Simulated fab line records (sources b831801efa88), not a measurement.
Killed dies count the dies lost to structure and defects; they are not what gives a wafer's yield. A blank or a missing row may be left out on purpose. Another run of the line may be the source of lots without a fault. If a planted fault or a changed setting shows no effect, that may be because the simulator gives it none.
fab line records | flow sky130
[record] lots = 12 | wafers = 36 | last-day = 50
route steps=708 shown DNWELL@44 PWDE@52 NWELL@63 SONOS_ONO@168
lots that met no fault: taken from a fault-free run of the same line
start-h: hours from the record's first day to the start of the lot's first wafer shown | wait-h: hours elapsed since this lot's preceding step | " repeats the value in the row above | L1.1+2: several wafers, shown together as one row | - value missing, or start not given | * or withheld: withheld | < > ~ a bound
route shown NAME@n: names a module that has steps shown in the file, with the first one's number in the route | usual: average and standard deviation across the fault-free wafers | same: alike in all rows | chamber/n: place in a boat | sites: each site's reading | _std_site: the standard deviation of these | _edge_site: inner sites' mean taken away from outer sites' mean | radius-mm: for every site, how far away it sits from the centre of the wafer | mask NAME#n: copy n | behind: the tool/chamber that last shaped the wafer | hold: what put the lot on hold/how long, in hours/how the hold closed | device: the n, p or np transistor that did not switch | end of line: at the end of the route, the tests of the same wafers | a step with no rows: only its recipe | killed: dies lost to structure and defects at the first sort, not the wafer's yield | map: a wafer's dies, marking killed ones x, the rest . and places with no die _
set.NAME: the setting as run; set.NAME@STEP: as run at that earlier step | model.NAME: the simulator's own value behind a step, which no gauge read
route steps across a sampled set of lots; one table per step, one row per wafer
services: the hour from which a tool's chamber was out of use, counted from the record's first day as start-h (under 0 if before that day), plus the number of hours and why
[[steps]]
[step SKY_DNWELL_TW_MEAS_09]
[usual] DNWELL_TW = 1115/7.7
lot.wafer | tool          | chamber | start-h | wait-h | DNWELL_TW
L308.2    | film-metro-03 | -       | 53.35   | 0.1    | 1102
L308.3    | "             | -       | "       | "      | 1102
L308.6    | "             | -       | "       | "      | 1101
L309.1    | film-metro-03 | -       | 59.52   | 0.1    | 1107
L309.2    | "             | -       | "       | "      | 1105
L309.5    | "             | -       | "       | "      | 1111
L310.1    | film-metro-03 | -       | 64.94   | 0.1    | 1110
L310.2    | "             | -       | "       | "      | 1107
L310.6    | "             | -       | "       | "      | 1109
L312.2    | film-metro-03 | -       | 73.30   | 0.1    | 1103
L312.5    | "             | -       | "       | "      | 1092
L312.6    | "             | -       | "       | "      | 1102
L313.3    | film-metro-03 | -       | 78.80   | 0.1    | 1115
L313.4    | "             | -       | "       | "      | 1108
L313.6    | "             | -       | "       | "      | 1107
L314.1    | film-metro-01 | -       | 84.42   | 0.1    | 1119
L314.5    | "             | -       | "       | "      | 1119
L314.6    | "             | -       | "       | "      | 1124
L315.1    | film-metro-02 | -       | 87.79   | 0.1    | 1122
L315.4    | "             | -       | "       | "      | 1126
L315.6    | "             | -       | "       | "      | 1122
L317.1    | film-metro-02 | -       | 102.13  | 0.1    | 1121
L317.2    | "             | -       | "       | "      | 1117
L317.6    | "             | -       | "       | "      | 1122
L322.1    | film-metro-01 | -       | 130.19  | 0.1    | 1124
L322.2    | "             | -       | "       | "      | 1114
L322.5    | "             | -       | "       | "      | 1117
L325.2    | film-metro-01 | -       | 142.95  | 0.1    | 1111
L325.5    | "             | -       | "       | "      | 1113
L325.6    | "             | -       | "       | "      | 1113
L326.3    | film-metro-01 | -       | 149.94  | 0.1    | 1119
L326.4    | "             | -       | "       | "      | 1116
L326.5    | "             | -       | "       | "      | 1121
L327.2    | film-metro-02 | -       | 156.20  | 0.1    | 1128
L327.4    | "             | -       | "       | "      | 1121
L327.6    | "             | -       | "       | "      | 1118
[step SKY_PWDE_OVL_MEAS_07]
[usual] PWDE_OVL = -0.6/1.3
lot.wafer | tool       | chamber | start-h | wait-h | PWDE_OVL[nm]
L308.2    | overlay-01 | -       | 68.84   | -      | -0.7
L308.3    | "          | -       | "       | "      | -1.3
L308.6    | "          | -       | "       | "      | -0.4
L309.1    | overlay-02 | -       | 75.97   | -      | 1.7
L309.2    | "          | -       | "       | "      | -0.3
L309.5    | "          | -       | "       | "      | -0.1
L310.1    | overlay-01 | -       | 81.68   | -      | -0.5
L310.2    | "          | -       | "       | "      | -0.3
L310.6    | "          | -       | "       | "      | -0.9
L312.2    | overlay-01 | -       | 90.57   | -      | -3.0
L312.5    | "          | -       | "       | "      | -2.7
L312.6    | "          | -       | "       | "      | -2.7
L313.3    | overlay-02 | -       | 96.18   | -      | 1.1
L313.4    | "          | -       | "       | "      | 0.4
L313.6    | "          | -       | "       | "      | 0.3
L314.1    | overlay-02 | -       | 101.81  | -      | -0.8
L314.5    | "          | -       | "       | "      | -2.9
L314.6    | "          | -       | "       | "      | -1.4
L315.1    | overlay-02 | -       | 106.32  | -      | 0.1
L315.4    | "          | -       | "       | "      | 0.7
L315.6    | "          | -       | "       | "      | -0.2
L317.1    | overlay-02 | -       | 120.61  | -      | -1.5
L317.2    | "          | -       | "       | "      | -0.6
L317.6    | "          | -       | "       | "      | -2.6
L322.1    | overlay-01 | -       | 149.41  | -      | -0.8
L322.2    | "          | -       | "       | "      | 0.0
L322.5    | "          | -       | "       | "      | -0.7
L325.2    | overlay-01 | -       | 162.53  | -      | 2.0
L325.5    | "          | -       | "       | "      | 1.0
L325.6    | "          | -       | "       | "      | 0.9
L326.3    | overlay-02 | -       | 170.03  | -      | -1.2
L326.4    | "          | -       | "       | "      | -0.9
L326.5    | "          | -       | "       | "      | -0.4
L327.2    | overlay-02 | -       | 176.63  | -      | -0.8
L327.4    | "          | -       | "       | "      | 1.1
L327.6    | "          | -       | "       | "      | -1.1
[step SKY_NWELL_OVL_MEAS_10]
[usual] NWELL_00_OVL = 0.0/1.5
lot.wafer | tool       | chamber | start-h | wait-h | NWELL_00_OVL[nm]
L308.2    | overlay-01 | -       | 85.97   | -      | -1.1
L308.3    | "          | -       | "       | "      | -1.4
L308.6    | "          | -       | "       | "      | -2.3
L309.1    | overlay-01 | -       | 94.01   | -      | 0.5
L309.2    | "          | -       | "       | "      | 1.8
L309.5    | "          | -       | "       | "      | -0.4
L310.1    | overlay-02 | -       | 99.74   | -      | 0.3
L310.2    | "          | -       | "       | "      | -0.2
L310.6    | "          | -       | "       | "      | 0.9
L312.2    | overlay-01 | -       | 108.87  | -      | -0.9
L312.5    | "          | -       | "       | "      | -1.3
L312.6    | "          | -       | "       | "      | -1.1
L313.3    | overlay-02 | -       | 115.61  | -      | 0.1
L313.4    | "          | -       | "       | "      | 1.1
L313.6    | "          | -       | "       | "      | 3.3
L314.1    | overlay-01 | -       | 120.19  | -      | -3.6
L314.5    | "          | -       | "       | "      | -2.4
L314.6    | "          | -       | "       | "      | -1.2
L315.1    | overlay-02 | -       | 125.31  | -      | 1.5
L315.4    | "          | -       | "       | "      | 2.1
L315.6    | "          | -       | "       | "      | 1.9
L317.1    | overlay-01 | -       | 139.70  | -      | -2.2
L317.2    | "          | -       | "       | "      | -0.8
L317.6    | "          | -       | "       | "      | 0.2
L322.1    | overlay-01 | -       | 170.13  | -      | 0.8
L322.2    | "          | -       | "       | "      | 2.2
L322.5    | "          | -       | "       | "      | 1.4
L325.2    | overlay-02 | -       | 183.75  | -      | -0.8
L325.5    | "          | -       | "       | "      | 1.0
L325.6    | "          | -       | "       | "      | 1.9
L326.3    | overlay-01 | -       | 190.84  | -      | -0.7
L326.4    | "          | -       | "       | "      | -0.6
L326.5    | "          | -       | "       | "      | -1.9
L327.2    | overlay-01 | -       | 198.54  | -      | -1.6
L327.4    | "          | -       | "       | "      | -1.7
L327.6    | "          | -       | "       | "      | -1.6
[step SKY_SONOS_ONO_OXIDATION_00]
[recipe] temp-c = 800 | ambient = O2 | idle-temp-c = 700 | ramp-up-c-per-min = 10 | ramp-down-c-per-min = 3 | stabilise-s = 600 | purge-s = 300 | target-thk-a = 26 | ox-time-s = 1249
[usual] ramp-up-c-per-min = 9.9998/0.0018 | spike-tc-bottom-C = 818.1/1.4 | spike-tc-centre-C = 800.4/0.99 | spike-tc-lower-C = 799.0/1.4 | spike-tc-top-C = 808.9/1.9 | spike-tc-upper-C = 800.2/1.1 | tube-center-temp-C = 800.01/0.07 | tube_center_temp_C_max = 802.1/0.34 | zone-power-centre-pct = 15.13/0.2
lot.wafer | tool       | chamber | start-h | wait-h | ramp-up-c-per-min | spike-tc-bottom-C | spike-tc-centre-C | spike-tc-lower-C | spike-tc-top-C | spike-tc-upper-C | tube-center-temp-C | tube_center_temp_C_max | zone-power-centre-pct
L308.2    | furnace-02 | 0       | 257.96  | 3.5    | 10.003            | 818.1             | 801.1             | 796.8            | 808.9          | 798.6            | 799.93             | 801.9                  | 14.90
L308.3    | "          | 0       | "       | "      | 9.9995            | 818.4             | 801.1             | 798.4            | 807.2          | 800.2            | 799.99             | 802.1                  | 15.02
L308.6    | "          | 0       | "       | "      | 9.9955            | 818.2             | 801.1             | 799.2            | 807.9          | 802.3            | 800.1              | 802.7                  | 15.10
L309.1    | furnace-02 | 0       | 266.54  | 1.6    | 10.002            | 818.6             | 800.7             | 799.0            | 807.8          | 800.5            | 800.12             | 802.4                  | 15.07
L309.2    | "          | 0       | "       | "      | 10.001            | 818.4             | 800.8             | 797.7            | 810.2          | 800.3            | 799.97             | 802.5                  | 14.90
L309.5    | "          | 0       | "       | "      | 9.9989            | 818.1             | 801.4             | 797.8            | 808.7          | 799.4            | 799.96             | 802.1                  | 15.24
L310.1    | furnace-02 | 0       | 277.95  | 3.0    | 9.9987            | 817.5             | 801.4             | 797.7            | 808.4          | 800.9            | 800.01             | 801.7                  | 14.93
L310.2    | "          | 0       | "       | "      | 10.001            | 820.0             | 800.0             | 798.6            | 808.6          | 799.8            | 799.94             | 802.0                  | 14.84
L310.6    | "          | 0       | "       | "      | 10.000            | 819.5             | 801.6             | 798.0            | 807.5          | 799.7            | 799.96             | 802.0                  | 15.00
L312.2    | furnace-02 | 0       | 287.84  | 2.1    | 9.9994            | 818.3             | 800.3             | 799.3            | 807.8          | 799.3            | 800.15             | 802.0                  | 15.08
L312.5    | "          | 0       | "       | "      | 9.9987            | 817.3             | 800.8             | 797.8            | 808.2          | 799.6            | 799.98             | 802.1                  | 15.06
L312.6    | "          | 0       | "       | "      | 9.9985            | 819.2             | 801.3             | 798.3            | 806.9          | 798.6            | 799.95             | 801.8                  | 15.02
L313.3    | furnace-02 | 0       | 292.93  | 1.1    | 9.9996            | 818.3             | 800.6             | 797.8            | 807.8          | 802.4            | 799.98             | 801.8                  | 14.81
L313.4    | "          | 0       | "       | "      | 9.9986            | 818.6             | 800.7             | 798.3            | 809.1          | 800.3            | 800.04             | 801.9                  | 14.83
L313.6    | "          | 0       | "       | "      | 10.001            | 819.0             | 800.4             | 799.2            | 807.4          | 799.7            | 800.07             | 801.9                  | 15.18
L314.1    | furnace-01 | 0       | 300.42  | 0.0    | 10.001            | 815.3             | 799.4             | 800.6            | 811.4          | 801.3            | 800                | 802.6                  | 15.35
L314.5    | "          | 0       | "       | "      | 9.9996            | 816.9             | 797.8             | 801.0            | 811.7          | 801.9            | 800.12             | 802.0                  | 15.39
L314.6    | "          | 0       | "       | "      | 10.000            | 816.7             | 798.4             | 800.4            | 810.9          | 800.8            | 799.97             | 801.7                  | 15.16
L315.1    | furnace-01 | 0       | 306.63  | 0.6    | 9.9981            | 817.1             | 799.7             | 800.5            | 812.2          | 801.2            | 800.12             | 802.0                  | 15.43
L315.4    | "          | 0       | "       | "      | 9.9998            | 815.8             | 800.1             | 799.8            | 811.9          | 799.0            | 799.99             | 802.8                  | 15.28
L315.6    | "          | 0       | "       | "      | 9.9972            | 817.5             | 799.8             | 801.8            | 810.9          | 803.1            | 800.05             | 801.9                  | 15.44
L317.1    | furnace-02 | 0       | 328.46  | 0.0    | 9.9978            | 818.2             | 800.2             | 797.1            | 806.7          | 799.7            | 800.01             | 802.1                  | 14.87
L317.2    | "          | 0       | "       | "      | 9.9962            | 818.6             | 799.9             | 797.2            | 808.2          | 801.4            | 800.13             | 802.9                  | 15.39
L317.6    | "          | 0       | "       | "      | 9.9980            | 818.5             | 801.0             | 796.7            | 806.2          | 799.5            | 799.95             | 802.9                  | 15.21
L322.1    | furnace-02 | 0       | 368.41  | 0.2    | 10.002            | 802.1             | 781.2             | 779.4            | 790.4          | 782.8            | 782.61             | 785.0                  | 14.31
L322.2    | "          | 0       | "       | "      | 9.9969            | 801.2             | 781.5             | 778.5            | 791.4          | 782.3            | 782.72             | 785.0                  | 14.49
L322.5    | "          | 0       | "       | "      | 9.9998            | 801.2             | 784.6             | 779.8            | 792.3          | 782.3            | 782.58             | 784.5                  | 14.25
L325.2    | furnace-02 | 0       | 386.46  | 0.0    | 10.002            | 802.6             | 783.9             | 783.1            | 791.5          | 781.9            | 782.65             | 785.0                  | 14.54
L325.5    | "          | 0       | "       | "      | 10.002            | 802.1             | 784.3             | 781.0            | 790.4          | 782.2            | 782.66             | 784.8                  | 14.36
L325.6    | "          | 0       | "       | "      | 10.001            | 801.1             | 783.7             | 781.5            | 792.1          | 784.4            | 782.63             | 785.0                  | 14.22
L326.3    | furnace-02 | 0       | 398.11  | 0.0    | 10.000            | 799.9             | 783.8             | 781.0            | 791.1          | 783.9            | 782.57             | 784.6                  | 14.43
L326.4    | "          | 0       | "       | "      | 9.9996            | 802.9             | 782.7             | 780.7            | 791.1          | 782.8            | 782.68             | 784.5                  | 14.75
L326.5    | "          | 0       | "       | "      | 10.002            | 803.0             | 785.5             | 781.6            | 790.1          | 783.2            | 782.66             | 784.8                  | 14.53
L327.2    | furnace-01 | 0       | 412.70  | 2.1    | 10.000            | 817.3             | 800.5             | 800.4            | 810.8          | 801.0            | 799.98             | 802.0                  | 15.61
L327.4    | "          | 0       | "       | "      | 10.001            | 815.5             | 798.5             | 799.0            | 809.7          | 801.8            | 799.98             | 801.9                  | 15.19
L327.6    | "          | 0       | "       | "      | 9.9987            | 817.6             | 801.6             | 800.9            | 811.3          | 800.7            | 800.04             | 801.9                  | 15.40
[step SKY_SONOS_ONO_THK_MEAS_01]
[recipe] reads = SiO2_of_SONOS_ONO_OXIDATION_00
[usual] SONOS_ONO_OXIDATION_THK = 2.59/0.061
lot.wafer | tool          | chamber | start-h | wait-h | SONOS_ONO_OXIDATION_THK[nm]
L308.2    | film-metro-01 | -       | 259.32  | 0.0    | 2.50
L308.3    | "             | -       | "       | "      | 2.55
L308.6    | "             | -       | "       | "      | 2.58
L309.1    | film-metro-02 | -       | 267.88  | 0.0    | 2.59
L309.2    | "             | -       | "       | "      | 2.61
L309.5    | "             | -       | "       | "      | 2.58
L310.1    | film-metro-04 | -       | 279.29  | 0.0    | 2.65
L310.2    | "             | -       | "       | "      | 2.62
L310.6    | "             | -       | "       | "      | 2.58
L312.2    | film-metro-01 | -       | 289.20  | 0.0    | 2.49
L312.5    | "             | -       | "       | "      | 2.60
L312.6    | "             | -       | "       | "      | 2.49
L313.3    | film-metro-01 | -       | 294.30  | 0.0    | 2.54
L313.4    | "             | -       | "       | "      | 2.54
L313.6    | "             | -       | "       | "      | 2.56
L314.1    | film-metro-01 | -       | 301.76  | 0.0    | 2.61
L314.5    | "             | -       | "       | "      | 2.51
L314.6    | "             | -       | "       | "      | 2.56
L315.1    | film-metro-04 | -       | 307.98  | 0.0    | 2.56
L315.4    | "             | -       | "       | "      | 2.54
L315.6    | "             | -       | "       | "      | 2.58
L317.1    | film-metro-02 | -       | 329.81  | 0.0    | 2.62
L317.2    | "             | -       | "       | "      | 2.59
L317.6    | "             | -       | "       | "      | 2.56
L322.1    | film-metro-02 | -       | 369.75  | 0.0    | 1.99
L322.2    | "             | -       | "       | "      | 1.92
L322.5    | "             | -       | "       | "      | 2.00
L325.2    | film-metro-01 | -       | 387.81  | 0.0    | 1.99
L325.5    | "             | -       | "       | "      | 2.03
L325.6    | "             | -       | "       | "      | 2.03
L326.3    | film-metro-04 | -       | 399.48  | 0.0    | 2.01
L326.4    | "             | -       | "       | "      | 1.96
L326.5    | "             | -       | "       | "      | 2.06
L327.2    | film-metro-02 | -       | 414.06  | 0.0    | 2.53
L327.4    | "             | -       | "       | "      | 2.51
L327.6    | "             | -       | "       | "      | 2.59
[[services]]
tool       | chamber | start-h | hours | kind
furnace-01 | -       | 238.96  | 4.2   | pm
furnace-02 | -       | 251.04  | 5.4   | repair
furnace-02 | -       | 274.95  | 2.5   | pm
furnace-02 | -       | 337.09  | 3.3   | pm
furnace-01 | -       | 407.25  | 2.5   | pm
[[key]]
[first-sign] step = SKY_SONOS_ONO_OXIDATION_00 | reading = tube-center-temp-C | direction = down | sigmas = 99+ | usual = * | struck = *
[effect] step = SKY_SONOS_ONO_OXIDATION_00 | reading = tube_center_temp_C_max | direction = down | sigmas = 51 | usual = * | struck = *
[effect] step = SKY_SONOS_ONO_THK_MEAS_01 | reading = SONOS_ONO_OXIDATION_THK | direction = down | sigmas = 9.6 | usual = 2.59 | struck = 2.00
met-at SKY_SONOS_ONO_OXIDATION_00
struck-lots L322,L325,L326
tester-left-out L322,L325,L326
not-acting-at SKY_DNWELL_TW_MEAS_09,SKY_PWDE_OVL_MEAS_07,SKY_NWELL_OVL_MEAS_10
onset-between 328.46 368.41
[fault] kind = process-parameter-drift | tool = furnace-02 | chamber = - | onset-h = 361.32 | steps = SKY_SONOS_ONO_OXIDATION_00 | channel = temp-c | offset = * | shape = step | end-h = 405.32 | acts-in = * | stated = *
// tester-left-out: of these lots the tester's yield and bins aren't shown, on N5 and GAA mostly nor the transistor test; their killed dies are dies lost to structure and defects alone, not to doping, threshold or leakage, so they don't give the yield
